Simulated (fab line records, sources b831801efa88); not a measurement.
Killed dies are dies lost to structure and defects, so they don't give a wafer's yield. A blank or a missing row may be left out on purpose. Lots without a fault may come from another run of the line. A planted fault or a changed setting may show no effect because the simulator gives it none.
fab line records | flow sky130
record lots=5 wafers=15 last_day=50
route steps=708 shown METAL3@572 VIA3@573
lots that met no fault: from a run of the same line without faults
start_h: hours from the record's first day to the start of the lot's first wafer shown | wait_h: hours since the lot's step before | " the same as in the row above | L1.1+2: a row that stands for several wafers | - no value, or no start given | * or withheld: withheld | < > ~ a bound
route shown NAME@n: a module of which the file shows steps, and the number in the route of the first | usual: mean/standard deviation of fault-free wafers | same: alike in all rows | chamber/n: place in a boat | sites: the reading at each site | _std_site: their standard deviation | _edge_site: outer sites' mean less inner sites' | radius_mm: how far each site lies from the wafer's centre | mask NAME#n: copy n | behind: the tool/chamber that last shaped the wafer | hold: why the lot was held/for how many hours/how that ended | device: the transistor (n, p or np) that didn't switch | end of line: the same wafers' tests at the end of the route | a step without rows: its recipe alone | killed: dies lost to structure and defects at the first sort, not the wafer's yield | map: a wafer's dies, x killed, . not, _ none there
set.NAME: the setting as run; set.NAME@STEP: as run at that earlier step | model.NAME: the simulator's own value behind a step, which no gauge read
lots at some steps of the route; a table a step, a row a wafer
services: from which hour (start_h, from the record's first day; less than 0 if before it) a tool's chamber was out of use, for how many hours, and why
## steps
# step SKY_METAL3_CLEAN_22
# recipe chemistry=O3/DIW dry=n2_spin
# columns lot.wafer tool chamber start_h wait_h
L078.1+4+6 wet_bench-01 0 958.19 0.0
L080.2+3+6 wet_bench-03 3 961.49 0.0
L079.1+2+3 wet_bench-04 1 961.80 0.0
L085.1+3+4 wet_bench-04 3 988.63 0.0
L093.2+4+5 wet_bench-01 1 1041.94 0.0
# step SKY_VIA3_HDPCVD_00
# recipe material=SiO2 target_thk_nm=1635 sigma_open_frac=0.3 time_s=272.5 temp_c=400 sih4_flow_sccm=60 pressure_mtorr=6
# usual pressure_mtorr=6.000/0.013
# same time_s=272.5
# columns lot.wafer tool chamber start_h wait_h pressure_mtorr
L078.1 hdpcvd-02 1 958.39 0.0 5.996
L078.4 " 0 " " 5.998
L078.6 " 1 " " 5.989
L080.2 hdpcvd-02 1 961.58 0.0 6.007
L080.3 " 2 " " 5.983
L080.6 " 0 " " 6.006
L079.1 hdpcvd-02 0 961.89 0.0 5.999
L079.2 " 2 " " 5.999
L079.3 " 1 " " 6.014
L085.1 hdpcvd-02 0 988.72 0.0 5.995
L085.3 " 1 " " 6.011
L085.4 " 1 " " 5.994
L093.2 hdpcvd-01 2 1042.03 0.0 5.983
L093.4 " 1 " " 6.011
L093.5 " 2 " " 5.988
# step SKY_VIA3_THK_MEAS_01
# recipe reads=SiO2_of_VIA3_HDPCVD_00
# usual VIA3_HDPCVD_THK=1640/16
# columns lot.wafer tool chamber start_h wait_h VIA3_HDPCVD_THK[nm]
L078.1 film_metro-02 - 958.56 0.1 1601
L078.4 " - " " 1625
L078.6 " - " " 1628
L080.2 film_metro-02 - 961.76 0.1 1625
L080.3 " - " " 1634
L080.6 " - " " 1655
L079.1 film_metro-02 - 962.06 0.1 1662
L079.2 " - " " 1623
L079.3 " - " " 1641
L085.1 film_metro-01 - 988.89 0.1 1656
L085.3 " - " " 1631
L085.4 " - " " 1638
L093.2 film_metro-02 - 1042.21 0.1 1652
L093.4 " - " " 1634
L093.5 " - " " 1646
# step SKY_VIA3_CMP_02
# recipe material=SiO2 down_force_psi=4 platen_rpm=60 pad_velocity_m_s=0.94248
# usual motor_current_A=11.4/1.1
# columns lot.wafer tool chamber start_h wait_h motor_current_A
L078.4 cmp-01 2 958.67 0.1 10.2
L078.1 " 3 " " 11.6
L078.6 " 1 " " 11.3
L080.2 cmp-02 3 961.86 0.1 10.9
L080.3 " 1 " " 12.4
L080.6 " 3 " " 10.9
L079.1 cmp-02 1 962.12 0.1 12.1
L079.3 " 2 " " 9.6
L079.2 " 0 " " 11.7
L085.4 cmp-01 3 988.95 0.0 11.2
L085.3 " 1 " " 12.2
L085.1 " 2 " " 9.7
L093.2 cmp-01 1 1042.31 0.1 11.9
L093.4 " 3 " " 10.9
L093.5 " 0 " " 13.0
# step SKY_VIA3_BOW_MEAS_03
# recipe mode=bow
# usual VIA3_BOW=79/8.4
# columns lot.wafer tool chamber start_h wait_h VIA3_BOW[um]
L078.1 film_metro-01 - 958.92 0.1 76
L078.4 " - " " 75
L078.6 " - " " 65
L080.2 film_metro-03 - 962.13 0.2 79
L080.3 " - " " 80
L080.6 " - " " 81
L079.1 film_metro-03 - 962.42 0.2 91
L079.2 " - " " 81
L079.3 " - " " 67
L085.1 film_metro-01 - 989.25 0.1 83
L085.3 " - " " 84
L085.4 " - " " 81
L093.2 film_metro-01 - 1042.58 0.2 85
L093.4 " - " " 80
L093.5 " - " " 88
# step SKY_VIA3_DEHYDRATE_04
# recipe temp_c=200 time_s=60
# usual heater_power_total_W=160.37/0.13 resist_line_temp_C=23.00/0.11
# same time_s=60
# columns lot.wafer tool chamber start_h wait_h heater_power_total_W resist_line_temp_C
L078.1 litho_track-03 0 970.47 11.5 160.42 22.87
L078.4 " 0 " " 160.44 22.97
L078.6 " 0 " " 160.42 22.87
L080.2 litho_track-01 0 973.69 11.5 160.32 23.03
L080.3 " 0 " " 160.53 22.90
L080.6 " 0 " " 160.39 22.90
L079.1 litho_track-03 0 974.02 11.6 160.53 23.00
L079.2 " 0 " " 160.37 23.15
L079.3 " 0 " " 160.41 22.93
L085.1 litho_track-02 0 1000.81 11.5 160.29 22.90
L085.3 " 0 " " 160.18 22.96
L085.4 " 0 " " 160.46 22.96
L093.2 litho_track-01 0 1052.79 10.2 160.17 22.94
L093.4 " 0 " " 160.28 22.81
L093.5 " 0 " " 160.39 22.82
# step SKY_VIA3_HMDS_05
# recipe prime_time_s=60 prime_temp_c=120
# usual resist_line_temp_C=22.99/0.11
# columns lot.wafer tool chamber start_h wait_h resist_line_temp_C
L078.1 litho_track-03 0 970.62 0.1 23.10
L078.4 " 0 " " 23.06
L078.6 " 0 " " 23.07
L080.2 litho_track-01 0 973.84 0.1 23.12
L080.3 " 0 " " 22.80
L080.6 " 0 " " 22.80
L079.1 litho_track-03 0 974.17 0.1 22.90
L079.2 " 0 " " 22.94
L079.3 " 0 " " 22.80
L085.1 litho_track-02 0 1000.96 0.1 23.04
L085.3 " 0 " " 23.07
L085.4 " 0 " " 23.19
L093.2 litho_track-01 0 1052.94 0.1 22.90
L093.4 " 0 " " 22.97
L093.5 " 0 " " 22.87
# step SKY_VIA3_COAT_06
# recipe resist=BARC temp_c=withheld time_s=withheld spin_rpm=3000 resist_thk_nm=60
# usual resist_line_temp_C=*
# columns lot.wafer tool chamber start_h wait_h resist_line_temp_C
L078.1 litho_track-03 0 970.77 0.1 *
L078.4 " 0 " " *
L078.6 " 0 " " *
L080.2 litho_track-01 0 973.99 0.1 *
L080.3 " 0 " " *
L080.6 " 0 " " *
L079.1 litho_track-03 0 974.32 0.1 *
L079.2 " 0 " " *
L079.3 " 0 " " *
L085.1 litho_track-02 0 1001.11 0.1 *
L085.3 " 0 " " *
L085.4 " 0 " " *
L093.2 litho_track-01 0 1053.09 0.1 *
L093.4 " 0 " " *
L093.5 " 0 " " *
# step SKY_VIA3_COAT_07
# recipe resist=KrF-thick spin_rpm=3000 resist_thk_nm=450
# usual resist_line_temp_C=22.99/0.092
# columns lot.wafer tool chamber start_h wait_h resist_line_temp_C
L078.1 litho_track-03 0 - - 22.99
L078.4 " 0 " " 23.04
L078.6 " 0 " " 22.99
L080.2 litho_track-01 0 - - 23.06
L080.3 " 0 " " 22.98
L080.6 " 0 " " 23.00
L079.1 litho_track-03 0 - - 22.88
L079.2 " 0 " " 22.90
L079.3 " 0 " " 23.06
L085.1 litho_track-02 0 - - 23.02
L085.3 " 0 " " 23.13
L085.4 " 0 " " 23.10
L093.2 litho_track-01 0 - - 22.96
L093.4 " 0 " " 23.00
L093.5 " 0 " " 22.94
# step SKY_VIA3_SOFTBAKE_08
# recipe temp_c=100 time_s=90 resist=KrF-thick
# usual heater_power_total_W=57.36/0.12 resist_line_temp_C=23.00/0.11
# same time_s=90
# columns lot.wafer tool chamber start_h wait_h heater_power_total_W resist_line_temp_C
L078.1 litho_track-03 0 - - 57.46 22.76
L078.4 " 0 " " 57.41 22.77
L078.6 " 0 " " 57.50 22.89
L080.2 litho_track-01 0 - - 57.39 22.92
L080.3 " 0 " " 57.54 23.07
L080.6 " 0 " " 57.31 23.03
L079.1 litho_track-03 0 - - 57.47 22.95
L079.2 " 0 " " 57.45 23.07
L079.3 " 0 " " 57.27 23.04
L085.1 litho_track-02 0 - - 57.25 22.96
L085.3 " 0 " " 57.50 23.00
L085.4 " 0 " " 57.43 22.92
L093.2 litho_track-01 0 - - 57.50 22.91
L093.4 " 0 " " 57.13 22.94
L093.5 " 0 " " 57.20 22.94
# step SKY_VIA3_EXPOSE_09
# recipe mask_id=VIM3 na=0.8 source_shape=annular sigma_inner=0.55 sigma_outer=0.85 target_cd_nm=200 dose_mj=38
# columns lot.wafer tool chamber start_h wait_h mask
L078.1+4+6 krf_scanner-02 0 - - VIM3#0
L080.2+3+6 krf_scanner-02 0 - - VIM3#0
L079.1+2+3 krf_scanner-02 0 - - VIM3#0
L085.1+3+4 krf_scanner-02 0 - - VIM3#0
L093.2+4+5 krf_scanner-02 0 - - VIM3#0
# step SKY_VIA3_PEB_10
# recipe peb_temp_c=withheld peb_time_s=withheld resist=KrF-thick
# usual resist_line_temp_C=*
# columns lot.wafer tool chamber start_h wait_h resist_line_temp_C
L078.1 litho_track-01 0 - - *
L078.4 " 0 " " *
L078.6 " 0 " " *
L080.2 litho_track-02 0 - - *
L080.3 " 0 " " *
L080.6 " 0 " " *
L079.1 litho_track-03 0 - - *
L079.2 " 0 " " *
L079.3 " 0 " " *
L085.1 litho_track-01 0 - - *
L085.3 " 0 " " *
L085.4 " 0 " " *
L093.2 litho_track-02 0 - - *
L093.4 " 0 " " *
L093.5 " 0 " " *
# step SKY_VIA3_DEVELOP_11
# recipe develop_time_s=60 resist=KrF-thick dev_temp_c=21
# usual developer_temp_C=20.99/0.098 resist_line_temp_C=23.02/0.096
# same develop_time_s=60
# columns lot.wafer tool chamber start_h wait_h developer_temp_C resist_line_temp_C
L078.1 litho_track-01 0 - - 21.18 23.05
L078.4 " 0 " " 21.11 23.04
L078.6 " 0 " " 20.95 22.92
L080.2 litho_track-02 0 - - 21.15 22.88
L080.3 " 0 " " 21.19 22.90
L080.6 " 0 " " 21.16 22.97
L079.1 litho_track-03 0 - - 21.12 22.98
L079.2 " 0 " " 20.93 23.14
L079.3 " 0 " " 21.13 23.15
L085.1 litho_track-01 0 - - 20.95 23.09
L085.3 " 0 " " 20.98 23.00
L085.4 " 0 " " 20.92 23.00
L093.2 litho_track-02 0 - - 20.83 23.02
L093.4 " 0 " " 20.85 23.04
L093.5 " 0 " " 20.97 23.03
# step SKY_VIA3_CD_MEAS_12
# recipe target_cd_nm=200
# usual cd_nm=199.9/1.2
# columns lot.wafer tool chamber start_h wait_h cd_nm
L078.1 cd_sem-02 - 983.56 - 199.6
L078.4 " - " " 199.5
L078.6 " - " " 200.5
L080.2 cd_sem-01 - 985.83 - 199.2
L080.3 " - " " 199.6
L080.6 " - " " 200.2
L079.1 cd_sem-02 - 986.47 - 202.4
L079.2 " - " " 201.6
L079.3 " - " " 202.6
L085.1 cd_sem-02 - 1012.81 - 199.5
L085.3 " - " " 200.8
L085.4 " - " " 200.6
L093.2 cd_sem-01 - 1064.08 - 199.7
L093.4 " - " " 199.5
L093.5 " - " " 199.4
# step SKY_VIA3_OVL_MEAS_13
# usual VIA3_OVL=2/6.2
# columns lot.wafer tool chamber start_h wait_h VIA3_OVL[nm]
L078.1 overlay-01 - 983.68 0.1 -8
L078.4 " - " " -5
L078.6 " - " " -3
L080.2 overlay-01 - 985.93 0.1 -2
L080.3 " - " " 0
L080.6 " - " " -3
L079.1 overlay-01 - 986.59 0.1 4
L079.2 " - " " -4
L079.3 " - " " 0
L085.1 overlay-02 - 1012.93 0.1 8
L085.3 " - " " 2
L085.4 " - " " 11
L093.2 overlay-02 - 1064.18 0.1 1
L093.4 " - " " 10
L093.5 " - " " 11
# step SKY_VIA3_ETCH_14
# recipe chemistry=N2/H2 target=BARC ion_energy_ev=200 source_w=500 bias_w=100 pressure_mtorr=30 n2_flow_sccm=100 h2_flow_sccm=200 stop_on=SiO2 time_s=45.9 target_depth_a=600
# usual drypump_motor_current_A=5.8/0.43 n2_flow_sccm=99.98/0.28 oes_product_au=0.854/0.0041 throttle_valve_pct=13.226/0.009
# same time_s=45.9
# columns lot.wafer tool chamber start_h wait_h drypump_motor_current_A n2_flow_sccm oes_product_au rf_hours_counter_h throttle_valve_pct
L078.1 rie_diel-04 3 983.72 0.0 5.4 99.87 0.860 22 13.226
L078.4 " 1 " " 5.8 99.98 0.853 9 13.218
L078.6 " 0 " " 6.3 99.77 0.860 - 13.217
L080.2 rie_diel-03 3 985.96 0.0 5.2 99.82 0.852 16 13.230
L080.3 " 1 " " 6.6 99.97 0.856 19 13.219
L080.6 " 3 " " 5.2 99.92 0.858 - 13.211
L079.1 rie_diel-01 1 986.63 0.0 5.8 100.13 0.846 5 13.218
L079.2 " 0 " " 5.2 99.39 0.856 24 13.215
L079.3 " 2 " " 5.5 100.52 0.844 14 13.234
L085.1 rie_diel-04 3 1012.97 0.0 5.3 100.30 0.849 22 13.237
L085.3 " 1 " " 5.9 100.05 0.847 10 13.235
L085.4 " 2 " " 5.7 99.87 0.857 8 13.226
L093.2 rie_diel-03 2 1064.21 0.0 6.3 100.62 0.854 8 13.213
L093.4 " 0 " " 6.1 99.39 0.855 - 13.229
L093.5 " 2 " " 6.3 100.05 0.855 - 13.222
# step SKY_VIA3_ETCH_15
# recipe target=SiO2 chemistry=C4F8/O2/Ar target_depth_nm=507 stop_on=TiN mask_material=KrF-thick source_w=1500 bias_w=1200 pressure_mtorr=40 c4f8_flow_sccm=withheld O2_flow_sccm=6 Ar_flow_sccm=300 time_s=78
# usual oes_product_au=0.946/0.0048
# same time_s=78
# columns lot.wafer tool chamber start_h wait_h oes_product_au
L078.1 rie_diel-04 3 983.76 0.0 0.948
L078.4 " 1 " " 0.944
L078.6 " 0 " " 0.945
L080.2 rie_diel-03 3 986.00 0.0 0.951
L080.3 " 1 " " 0.948
L080.6 " 3 " " 0.941
L079.1 rie_diel-01 1 986.67 0.0 0.944
L079.2 " 0 " " 0.948
L079.3 " 2 " " 0.946
L085.1 rie_diel-04 3 1013.01 0.0 0.933
L085.3 " 1 " " 0.951
L085.4 " 2 " " 0.958
L093.2 rie_diel-03 2 1064.25 0.0 0.945
L093.4 " 0 " " 0.951
L093.5 " 2 " " 0.947
# step SKY_VIA3_STRIP_16
# recipe chemistry=O2/N2 power_w=1400 pressure_mtorr=1500 platen_temp_c=withheld o2_flow_sccm=3000 n2_flow_sccm=300 overash_fraction=0.5
# usual drypump_motor_current_A=5.4/0.38 n2_flow_sccm=299.9/0.8 o2_flow_sccm=2999/9.4 oes_product_au=0.402/0.0047 strip_time_to_endpoint_s=4.13/0.031
# columns lot.wafer tool chamber start_h wait_h drypump_motor_current_A n2_flow_sccm o2_flow_sccm oes_product_au rf_hours_counter_h strip_time_to_endpoint_s
L078.1 plasma_asher-02 0 983.82 0.0 5.0 299.7 3002 0.397 19 4.14
L078.4 " 0 " " 5.0 302.0 3007 0.404 - 4.12
L078.6 " 0 " " 5.1 300.3 2994 0.395 - 4.13
L080.2 plasma_asher-01 0 986.06 0.0 6.1 300.2 3006 0.400 54 4.14
L080.3 " 1 " " 5.0 300.0 3004 0.397 - 4.12
L080.6 " 1 " " 5.0 299.9 2994 0.403 - 4.14
L079.1 plasma_asher-02 0 986.73 0.0 5.1 298.6 2994 0.402 19 4.12
L079.2 " 1 " " 5.7 300.1 2996 0.404 19 4.15
L079.3 " 1 " " 5.7 300.3 2987 0.404 - 4.14
L085.1 plasma_asher-01 0 1013.07 0.0 6.1 300.5 3005 0.395 57 4.12
L085.3 " 1 " " 5.0 301.2 2999 0.397 - 4.09
L085.4 " 0 " " 6.1 299.5 2989 0.394 - 4.03
L093.2 plasma_asher-02 0 1064.31 0.0 5.1 299.6 2982 0.401 27 4.13
L093.4 " 1 " " 5.7 300.2 2997 0.406 - 4.16
L093.5 " 0 " " 5.1 300.3 2994 0.408 - 4.14
# step SKY_VIA3_STRIP_17
# recipe chemistry=post_etch_residue_remover time_s=1200 temp_c=72.5
# same time_s=1200
# columns lot.wafer tool chamber start_h wait_h
L078.1+4+6 wet_bench-03 2 983.92 0.1
L080.2+3+6 wet_bench-02 3 986.16 0.1
L079.1+2+3 wet_bench-02 1 986.83 0.1
L085.1+3+4 wet_bench-01 3 1013.17 0.1
L093.2+4+5 wet_bench-03 1 1064.41 0.1
# step SKY_VIA3_CLEAN_18
# recipe chemistry=IPA time_s=180 temp_c=25
# same time_s=180
# columns lot.wafer tool chamber start_h wait_h
L078.1+4+6 wet_bench-03 0 984.26 0.0
L080.2+3+6 wet_bench-01 3 986.51 0.0
L079.1+2+3 wet_bench-01 3 987.17 0.0
L085.1+3+4 wet_bench-02 0 1013.54 0.0
L093.2+4+5 wet_bench-01 3 1064.76 0.0
# step SKY_VIA3_CLEAN_19
# recipe chemistry=O3/DIW dry=n2_spin
# columns lot.wafer tool chamber start_h wait_h
L078.1+4+6 wet_bench-01 1 984.32 0.0
L080.2+3+6 wet_bench-03 2 986.56 0.0
L079.1+2+3 wet_bench-02 0 987.23 0.0
L085.1+3+4 wet_bench-01 3 1013.60 0.0
L093.2+4+5 wet_bench-02 2 1064.81 0.0
# step SKY_VIA3_SPUTTER_20
# recipe material=TiN target_thk_nm=20 chamber_pressure_pa=5 power_w=4000 time_s=80
# usual throttle_valve_pct=29.3/0.83
# same time_s=80
# columns lot.wafer tool chamber start_h wait_h throttle_valve_pct
L078.1 pvd_sputter-03 - 984.51 0.0 29.4
L078.4 " - " " 29.3
L078.6 " - " " 29.6
L080.2 pvd_sputter-02 - 986.66 0.0 30.2
L080.3 " - " " 29.1
L080.6 " - " " 30.2
L079.1 pvd_sputter-02 - 987.32 0.0 28.5
L079.2 " - " " 29.1
L079.3 " - " " 30.2
L085.1 pvd_sputter-02 - 1013.70 0.0 28.5
L085.3 " - " " 29.2
L085.4 " - " " 30.4
L093.2 pvd_sputter-03 - 1064.92 0.0 29.1
L093.4 " - " " 29.6
L093.5 " - " " 29.5
# step SKY_VIA3_CVD_21
# recipe material=W target_thk_nm=390 time_s=117.31 temp_c=400 pressure_torr=40
# usual heater_power_w=777/57
# same time_s=117.31
# columns lot.wafer tool chamber start_h wait_h heater_power_w
L078.1 cvd_w-02 0 984.57 0.0 820
L078.4 " 1 " " 722
L078.6 " 0 " " 816
L080.2 cvd_w-02 0 986.72 0.0 809
L080.3 " 0 " " 832
L080.6 " 0 " " 798
L079.1 cvd_w-02 1 987.38 0.0 686
L079.2 " 0 " " 801
L079.3 " 1 " " 695
L085.1 cvd_w-01 0 1013.76 0.0 740
L085.3 " 0 " " 738
L085.4 " 1 " " 858
L093.2 cvd_w-01 0 1064.98 0.0 756
L093.4 " 0 " " 732
L093.5 " 1 " " 865
# step SKY_VIA3_RS_MEAS_22
# recipe thk_meas_gauge=four-point-probe reads=W_of_VIA3_CVD_21+TiN_of_VIA3_SPUTTER_20
# usual VIA3_W_RS=0.293/0.0031
# columns lot.wafer tool chamber start_h wait_h VIA3_W_RS[ohm/sq]
L078.1 film_metro-01 - 984.69 0.1 0.297
L078.4 " - " " 0.296
L078.6 " - " " 0.296
L080.2 film_metro-03 - 986.86 0.1 0.299
L080.3 " - " " 0.297
L080.6 " - " " 0.296
L079.1 film_metro-01 - 987.51 0.1 0.295
L079.2 " - " " 0.295
L079.3 " - " " 0.302
L085.1 film_metro-02 - 1013.89 0.1 0.294
L085.3 " - " " 0.293
L085.4 " - " " 0.294
L093.2 film_metro-02 - 1065.13 0.1 0.296
L093.4 " - " " 0.291
L093.5 " - " " 0.288
## services
# columns tool chamber start_h hours kind
rie_diel-03 - 942.21 0.3 repair
rie_diel-03 - 945.25 1.2 repair
krf_scanner-02 - 949.08 2.5 repair
hdpcvd-02 - 950.07 1.5 repair
krf_scanner-02 - 951.55 4.0 pm
wet_bench-01 - 952.75 1.9 pm
rie_diel-03 2 953.20 3.7 repair
krf_scanner-02 - 955.63 3.6 pm
rie_diel-03 2 964.85 22.9 repair
pvd_sputter-02 - 972.47 2.1 repair
rie_diel-03 0 973.20 2.9 repair
rie_diel-03 1 974.58 2.7 repair
rie_diel-04 - 974.63 4.3 pm
hdpcvd-02 1 976.42 3.7 repair
cmp-01 - 990.86 14.6 pm
cmp-01 - 1006.59 10.6 repair
plasma_asher-02 - 1017.90 2.8 pm
rie_diel-04 2 1022.74 51.9 repair
plasma_asher-02 - 1025.00 0.8 repair
rie_diel-04 1 1044.41 1.7 repair
krf_scanner-02 - 1047.22 0.8 pm
cmp-01 - 1058.55 3.5 repair
rie_diel-04 0 1058.81 2.9 repair
rie_diel-03 1 1062.70 1.7 repair
## key
fault none
